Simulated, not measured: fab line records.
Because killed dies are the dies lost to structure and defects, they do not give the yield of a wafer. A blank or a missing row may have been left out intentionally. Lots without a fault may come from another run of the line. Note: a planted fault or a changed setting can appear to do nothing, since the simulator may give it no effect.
fab line records	flow gf180mcu
record: lots: 5	wafers: 15	lastDay: 33
route steps=602 shown MVSD@70 MVPSD@78 VT_IMPLANT@90
lots that met no fault: from a run of the same line without faults
startH: hours from the record's opening day to when the first of the lot's shown wafers began	waitH: time in hours since the lot's previous step	" identical to the entry in the row above	L1.1+2: a row that stands for several wafers	- no value, or no start given	* or withheld: withheld	< > ~ a bound
route shown NAME@n: names a module that has steps shown in the file, with the first one's number in the route	usual: mean/standard deviation taken from wafers without a fault	same: alike in all rows	chamber/n: place in a boat	sites: each site's reading	_std_site: how widely they spread, as a standard deviation	_edge_site: mean of outer sites minus mean of inner sites	radiusMm: for every site, how far away it sits from the centre of the wafer	mask NAME#n: copy n	behind: tool/chamber where the wafer was last shaped	hold: what put the lot on hold/how long, in hours/how the hold closed	device: whichever transistor did not switch (one of n, p or np)	end of line: tests of these same wafers at the route's end	where a step has no rows: the recipe by itself	killed: not the wafer's yield, but the dies lost to structure and defects at the first sort	map: a wafer's dies, marking killed ones x, the rest . and places with no die _
set.NAME: the setting that was run; set.NAME@STEP: the one run at that earlier step	model.NAME: the simulator's own value behind a step, which no gauge read
lots at some steps of the route; a table a step, a row a wafer
services: from which hour (startH, from the record's first day; less than 0 if before it) a tool's chamber was out of use, for how many hours, and why
== steps ==
step: GF_MVSD_EXPOSE_04
recipe: maskId: MVSD	targetCdNm: 1000	na: 0.6	sourceShape: conventional	sigmaOuter: 0.6	doseMj: 260
step: GF_MVSD_PEB_05
recipe: tempC: 115	timeS: withheld
step: GF_MVSD_DEVELOP_06
recipe: wallAngleDeg: 90	developTimeS: 60	devTempC: 23
step: GF_MVSD_OVL_MEAS_07
usual: MVSD_OVL: -0.4/1.4
lot.wafer	tool	chamber	startH	waitH	MVSD_OVL[nm]
L427.1	overlay-02	-	81.27	-	1.4
L427.2	"	-	"	"	-0.3
L427.5	"	-	"	"	0.1
L436.2	overlay-01	-	134.57	-	0.9
L436.3	"	-	"	"	0.6
L436.4	"	-	"	"	1.2
L440.3	overlay-02	-	161.70	-	-0.9
L440.4	"	-	"	"	-0.9
L440.5	"	-	"	"	0.7
L441.3	overlay-01	-	164.58	-	-1.1
L441.4	"	-	"	"	-0.1
L441.6	"	-	"	"	0.1
L447.3	overlay-01	-	197.56	-	-2.6
L447.4	"	-	"	"	-1.1
L447.6	"	-	"	"	-2.4
step: GF_MVSD_IMPLANT_08
recipe: species: P	energyKev: 400	doseCm2: 1.6e+13	tiltDeg: 0
step: GF_MVSD_IMPLANT_09
recipe: species: P	energyKev: 100	doseCm2: 5e+12	tiltDeg: 0
step: GF_MVSD_STRIP_10
recipe: chemistry: O2/N2	powerW: 1400	pressureMtorr: 1500	platenTempC: 250	o2FlowSccm: 3000	n2FlowSccm: 300	overashFraction: 0.5
usual: drypumpMotorCurrentA: 6.0/0.38	heaterPowerW: 357/27	n2FlowSccm: 300.1/0.87	oesProductAu: 0.723/0.0042	stripTimeToEndpointS: 36.99/0.11
lot.wafer	tool	chamber	startH	waitH	drypumpMotorCurrentA	heaterPowerW	n2FlowSccm	oesProductAu	rfHoursCounterH	stripTimeToEndpointS
L427.1	plasmaAsher-02	1	81.60	0.1	6.2	335	300.3	0.724	41	36.92
L427.2	"	0	"	"	6.3	333	299.9	0.722	41	36.90
L427.5	"	0	"	"	6.3	329	301.1	0.725	-	36.87
L436.2	plasmaAsher-03	0	134.90	0.1	5.4	386	301.6	0.727	33	36.86
L436.3	"	0	"	"	5.4	379	300.5	0.719	-	36.98
L436.4	"	1	"	"	5.8	403	301.2	0.722	-	36.91
L440.3	plasmaAsher-01	0	162.06	0.1	6.3	387	300.8	0.723	-	36.83
L440.4	"	1	"	"	5.4	349	299.8	0.725	-	36.83
L440.5	"	1	"	"	5.4	349	298.8	0.724	-	36.87
L441.3	plasmaAsher-01	1	164.93	0.1	5.4	343	298.3	0.717	-	37.09
L441.4	"	0	"	"	6.3	386	299.2	0.729	-	37.11
L441.6	"	1	"	"	5.4	344	299.4	0.724	-	37.00
L447.3	plasmaAsher-02	1	197.91	0.1	6.2	328	299.6	0.711	-	36.99
L447.4	"	0	"	"	6.4	343	301.3	0.718	-	37.02
L447.6	"	0	"	"	6.3	340	300.8	0.723	-	37.02
step: GF_MVSD_TW_MEAS_11
usual: MVSD_TW: 1584/23
lot.wafer	tool	chamber	startH	waitH	MVSD_TW
L427.1	filmMetro-04	-	81.70	0.1	1565
L427.2	"	-	"	"	1554
L427.5	"	-	"	"	1559
L436.2	filmMetro-01	-	135.01	0.1	1595
L436.3	"	-	"	"	1609
L436.4	"	-	"	"	1605
L440.3	filmMetro-01	-	162.14	0.1	1607
L440.4	"	-	"	"	1592
L440.5	"	-	"	"	1606
L441.3	filmMetro-02	-	165.02	0.1	1584
L441.4	"	-	"	"	1582
L441.6	"	-	"	"	1588
L447.3	filmMetro-02	-	198.00	0.1	1592
L447.4	"	-	"	"	1590
L447.6	"	-	"	"	1586
step: GF_MVPSD_DEHYDRATE_00
recipe: tempC: 200	timeS: 60
step: GF_MVPSD_HMDS_01
recipe: primeTimeS: 60	primeTempC: 120
step: GF_MVPSD_COAT_02
recipe: spinRpm: 2000	resistThkNm: 3000
step: GF_MVPSD_SOFTBAKE_03
recipe: tempC: 110	timeS: withheld
step: GF_MVPSD_EXPOSE_04
recipe: maskId: MVPSD	targetCdNm: 1000	na: 0.6	sourceShape: conventional	sigmaOuter: 0.6	doseMj: 260
lot.wafer	tool	chamber	startH	waitH	mask
L427.1+2+5	ilineStepper-02	0	89.32	-	MVPSD#0
L436.2+3+4	ilineStepper-01	0	142.19	-	MVPSD#0
L440.3+4+5	ilineStepper-01	0	170.24	-	LVPWELL_LV_AREA#0
L441.3+4+6	ilineStepper-02	0	173.34	-	MVPSD#0
L447.3+4+6	ilineStepper-01	0	207.05	-	MVPSD#0
step: GF_MVPSD_PEB_05
recipe: tempC: 115	timeS: withheld
step: GF_MVPSD_DEVELOP_06
recipe: wallAngleDeg: 90	developTimeS: 60	devTempC: 23
step: GF_MVPSD_OVL_MEAS_07
usual: MVPSD_OVL: 0.2/1.4
lot.wafer	tool	chamber	startH	waitH	MVPSD_OVL[nm]
L427.1	overlay-02	-	95.59	-	-1.6
L427.2	"	-	"	"	0.9
L427.5	"	-	"	"	-2.3
L436.2	overlay-02	-	149.90	-	-2.0
L436.3	"	-	"	"	-0.9
L436.4	"	-	"	"	-0.7
L440.3	overlay-02	-	178.14	-	-
L440.4	"	-	"	"	-
L440.5	"	-	"	"	-
L441.3	overlay-02	-	180.83	-	-0.5
L441.4	"	-	"	"	-1.4
L441.6	"	-	"	"	0.7
L447.3	overlay-02	-	215.78	-	-0.5
L447.4	"	-	"	"	-0.9
L447.6	"	-	"	"	-0.9
step: GF_MVPSD_IMPLANT_08
recipe: species: B	energyKev: 170	doseCm2: 1.5e+13	tiltDeg: 0
step: GF_MVPSD_IMPLANT_09
recipe: species: B	energyKev: 40	doseCm2: 5e+12	tiltDeg: 0
step: GF_MVPSD_STRIP_10
recipe: chemistry: O2/N2	powerW: 1400	pressureMtorr: 1500	platenTempC: 250	o2FlowSccm: 3000	n2FlowSccm: 300	overashFraction: 0.5
usual: drypumpMotorCurrentA: 6.1/0.38	heaterPowerW: 347/29	n2FlowSccm: 300.2/0.84	oesProductAu: 0.723/0.005	stripTimeToEndpointS: 36.98/0.096
lot.wafer	tool	chamber	startH	waitH	drypumpMotorCurrentA	heaterPowerW	n2FlowSccm	oesProductAu	rfHoursCounterH	stripTimeToEndpointS
L427.1	plasmaAsher-04	0	95.93	0.1	6.1	294	300.0	0.723	44	36.92
L427.2	"	1	"	"	6.5	352	301.4	0.720	44	36.85
L427.5	"	1	"	"	6.5	362	300.9	0.724	-	36.88
L436.2	plasmaAsher-01	0	150.23	0.1	6.3	397	299.9	0.730	52	37.03
L436.3	"	0	"	"	6.3	390	299.1	0.721	-	37.04
L436.4	"	1	"	"	5.4	335	300.4	0.727	-	37.09
L440.3	plasmaAsher-02	1	178.49	0.1	6.2	335	299.6	0.726	-	37.03
L440.4	"	0	"	"	6.3	332	300.0	0.718	-	37.02
L440.5	"	0	"	"	6.3	341	300.6	0.716	-	36.99
L441.3	plasmaAsher-02	1	181.23	0.1	6.2	328	300.7	0.722	-	37.04
L441.4	"	0	"	"	6.3	333	299.0	0.724	-	37.01
L441.6	"	1	"	"	6.2	341	300.3	0.728	-	37.02
L447.3	plasmaAsher-01	1	216.14	0.1	5.4	342	300.8	0.726	-	36.89
L447.4	"	0	"	"	6.3	399	301.0	0.723	-	36.96
L447.6	"	0	"	"	6.3	386	300.6	0.716	-	36.85
step: GF_MVPSD_TW_MEAS_11
usual: MVPSD_TW: 555/8.3
lot.wafer	tool	chamber	startH	waitH	MVPSD_TW
L427.1	filmMetro-04	-	96.03	0.1	541
L427.2	"	-	"	"	539
L427.5	"	-	"	"	538
L436.2	filmMetro-04	-	150.34	0.1	546
L436.3	"	-	"	"	548
L436.4	"	-	"	"	542
L440.3	filmMetro-02	-	178.58	0.1	30
L440.4	"	-	"	"	30
L440.5	"	-	"	"	30
L441.3	filmMetro-04	-	181.32	0.1	546
L441.4	"	-	"	"	547
L441.6	"	-	"	"	546
L447.3	filmMetro-02	-	216.23	0.1	559
L447.4	"	-	"	"	557
L447.6	"	-	"	"	560
step: GF_VT_IMPLANT_DEHYDRATE_00
recipe: tempC: 200	timeS: 60
step: GF_VT_IMPLANT_HMDS_01
recipe: primeTimeS: 60	primeTempC: 120
step: GF_VT_IMPLANT_COAT_02
recipe: resist: NOVOLAK	spinRpm: 3000	resistThkNm: 1000
step: GF_VT_IMPLANT_SOFTBAKE_03
recipe: tempC: 90	timeS: 60	resist: NOVOLAK
step: GF_VT_IMPLANT_EXPOSE_04
recipe: maskId: LVPWELL_LV_AREA	targetCdNm: 600	na: 0.6	sourceShape: conventional	sigmaOuter: 0.6	doseMj: 140
step: GF_VT_IMPLANT_PEB_05
recipe: tempC: withheld	timeS: *	resist: NOVOLAK
step: GF_VT_IMPLANT_DEVELOP_06
recipe: developTimeS: 60	devTempC: 23
step: GF_VT_IMPLANT_OVL_MEAS_07
usual: VT_IMPLANT_OVL: 0.1/1.7
lot.wafer	tool	chamber	startH	waitH	VT_IMPLANT_OVL[nm]
L427.1	overlay-02	-	109.79	0.1	-1.8
L427.2	"	-	"	"	-1.0
L427.5	"	-	"	"	-3.7
L436.2	overlay-01	-	166.22	0.1	0.5
L436.3	"	-	"	"	2.1
L436.4	"	-	"	"	-0.3
L440.3	overlay-02	-	195.38	0.1	-2.3
L440.4	"	-	"	"	-1.6
L440.5	"	-	"	"	-1.8
L441.3	overlay-02	-	197.86	0.1	1.5
L441.4	"	-	"	"	0.5
L441.6	"	-	"	"	-0.8
L447.3	overlay-01	-	234.33	0.1	2.3
L447.4	"	-	"	"	2.9
L447.6	"	-	"	"	1.3
step: GF_VT_IMPLANT_IMPLANT_08
recipe: species: BF2	energyKev: 20	doseCm2: 8.29e+12	tiltDeg: 7
step: GF_VT_IMPLANT_STRIP_09
recipe: chemistry: O2/N2	powerW: 1400	pressureMtorr: 1500	platenTempC: 250	o2FlowSccm: 3000	n2FlowSccm: 300	overashFraction: 0.5
usual: drypumpMotorCurrentA: 5.9/0.41	heaterPowerW: 357/35	n2FlowSccm: 300.2/0.85	oesProductAu: 0.715/0.0051	stripTimeToEndpointS: 12.64/0.043
lot.wafer	tool	chamber	startH	waitH	drypumpMotorCurrentA	heaterPowerW	n2FlowSccm	oesProductAu	rfHoursCounterH	stripTimeToEndpointS
L427.1	plasmaAsher-01	1	109.98	0.1	5.4	342	301.1	0.713	48	12.68
L427.2	"	0	"	"	6.3	383	298.4	0.710	48	12.63
L427.5	"	0	"	"	6.3	392	300.6	0.718	-	12.71
L436.2	plasmaAsher-03	0	166.40	0.1	5.4	386	299.7	0.718	36	12.62
L436.3	"	1	"	"	5.9	397	300.8	0.718	-	12.66
L436.4	"	0	"	"	5.4	389	300.7	0.729	-	12.72
L440.3	plasmaAsher-01	0	195.58	0.1	6.3	392	300.5	0.719	-	12.66
L440.4	"	1	"	"	5.4	350	300.3	0.713	-	12.62
L440.5	"	0	"	"	6.3	395	300.8	0.710	-	12.61
L441.3	plasmaAsher-01	0	198.06	0.1	6.3	389	301.6	0.710	-	12.73
L441.4	"	1	"	"	5.4	347	301.6	0.716	-	12.74
L441.6	"	0	"	"	6.3	397	301.6	0.708	-	12.75
L447.3	plasmaAsher-01	0	234.53	0.1	6.3	390	299.2	0.723	-	12.61
L447.4	"	1	"	"	5.4	350	299.6	0.715	-	12.58
L447.6	"	1	"	"	5.4	343	300.0	0.716	-	12.59
step: GF_VT_IMPLANT_TW_MEAS_10
usual: VT_IMPLANT_TW: 563/8.4
lot.wafer	tool	chamber	startH	waitH	VT_IMPLANT_TW
L427.1	filmMetro-04	-	110.08	0.1	553
L427.2	"	-	"	"	552
L427.5	"	-	"	"	551
L436.2	filmMetro-04	-	166.51	0.1	557
L436.3	"	-	"	"	557
L436.4	"	-	"	"	555
L440.3	filmMetro-01	-	195.67	0.1	705
L440.4	"	-	"	"	707
L440.5	"	-	"	"	709
L441.3	filmMetro-04	-	198.15	0.1	553
L441.4	"	-	"	"	552
L441.6	"	-	"	"	555
L447.3	filmMetro-04	-	234.62	0.1	550
L447.4	"	-	"	"	551
L447.6	"	-	"	"	553
step: GF_VT_IMPLANT_DEHYDRATE_11
recipe: tempC: 200	timeS: 60
== services ==
tool	chamber	startH	hours	kind
ilineStepper-01	0	67.09	-	calibration
plasmaAsher-01	-	87.61	6.5	repair
plasmaAsher-03	-	104.48	1.6	repair
ilineStepper-01	-	107.84	1.7	pm
plasmaAsher-04	-	108.75	9.0	pm
plasmaAsher-04	0	108.75	9.0	ventCycle
plasmaAsher-04	1	108.75	9.0	ventCycle
plasmaAsher-03	-	114.03	2.8	pm
plasmaAsher-04	0	117.75	-	clean
plasmaAsher-04	1	117.75	-	clean
ilineStepper-02	0	149.82	-	calibration
plasmaAsher-03	-	183.92	16.4	repair
plasmaAsher-03	-	198.17	74.0	repair
ilineStepper-02	-	209.32	1.7	pm
plasmaAsher-04	-	211.79	2.3	repair
ilineStepper-02	-	222.99	4.9	repair
== key ==
firstSign: step: GF_MVPSD_EXPOSE_04	reading: mask	direction: changed
effect: step: GF_MVPSD_OVL_MEAS_07	reading: MVPSD_OVL	direction: missing
effect: step: GF_MVPSD_TW_MEAS_11	reading: MVPSD_TW	direction: down	sigmas: 63	usual: 555	struck: 30
effect: step: GF_VT_IMPLANT_TW_MEAS_10	reading: VT_IMPLANT_TW	direction: up	sigmas: 17	usual: 563	struck: 707
metAt GF_MVPSD_EXPOSE_04
struckWafers L440.3,L440.4,L440.5
sortLeftOut L440.3,L440.4,L440.5
testerLeftOut L440
onsetBetween 142.19 170.24
fault: kind: wrongMask	tool: any	chamber: -	onsetH: 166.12	steps: GF_MVPSD_EXPOSE_04	auxCopy: LVPWELL_LV_AREA#0	scope: struckLotsOnly
testerLeftOut: of these lots the tester's yield and bins aren't shown, on N5 and GAA mostly nor the transistor test; their killed dies are dies lost to structure and defects alone, not to doping, threshold or leakage, so they don't give the yield
sortLeftOut: the simulated sort isn't trusted on such a fault, so these wafers' sort isn't shown, and their yield isn't known
